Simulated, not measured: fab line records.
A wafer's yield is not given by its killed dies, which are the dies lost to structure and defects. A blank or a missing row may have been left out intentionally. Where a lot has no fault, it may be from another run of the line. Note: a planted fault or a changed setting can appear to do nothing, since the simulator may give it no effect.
The same fault as seen by 2 desks	flow gf180mcu	what lay behind the numbers comes last; until then each desk has only its own

== THE TOOL OWNER'S DESK: pvdSputter-01 ==
The tool's own readings at GF_SALICIDE_SPUTTER_03 (material TiN, target thk 20 nm, time 16.7 s): means of the sampled wafers that have a number, for each lot that ran on this tool. Any lot whose mean is over 4 standard deviations away from the usual mean is out of limits and marked OUT; that distance is given in the brackets.
Columns: A = throttleValvePct at GF_SALICIDE_SPUTTER_03, usual 30.6 %
lot	first seen here	A
L317	day 15 12:44	31.0
L318	day 16 07:03	31.1
L320	day 16 17:44	30.5
L321	day 17 04:08	31.3
L329	day 20 00:15	30.7
L337	day 22 18:53	30.7
L338	day 23 08:59	30.9
This desk found nothing out of limits on any of the 7 lots.

== THE METROLOGY DESK ==
Lot by lot, what the gauges showed, no matter which tool ran the lot: averages of those sampled wafers that carry a number. Any lot whose mean is over 4 standard deviations away from the usual mean is out of limits and marked OUT; that distance is given in the brackets.
Columns: A = NSD_OVL at GF_NSD_OVL_MEAS_08, usual 1.5 nm; B = SALICIDE_TIN_THK at GF_SALICIDE_THK_MEAS_05, usual 20.1 nm
lot	first seen here	A	B
L316	day 13 08:32	2.9	19.9
L317	day 13 17:24	2.1	19.8
L318	day 14 10:57	1.5	20.3
L319	day 14 13:18	-1.1	20.4
L320	day 14 20:44	1.3	20.6
L321	day 15 06:17	2.5	20.1
L329	day 17 22:50	0.6	20.6
L334	day 19 23:23	2.7	20.0
L335	day 20 10:59	3.5	19.7
L337	day 20 18:27	1.8	19.6
L338	day 21 09:17	0.9	20.2
L339	day 21 19:20	2.6	20.9
This desk found nothing out of limits on any of the 12 lots.

== ALL TOGETHER ==
The desk of the tool owner found nothing out of limits.
From the metrology desk's view, nothing was out of limits.

== WHAT THE SIMULATOR HAD PUT IN ==
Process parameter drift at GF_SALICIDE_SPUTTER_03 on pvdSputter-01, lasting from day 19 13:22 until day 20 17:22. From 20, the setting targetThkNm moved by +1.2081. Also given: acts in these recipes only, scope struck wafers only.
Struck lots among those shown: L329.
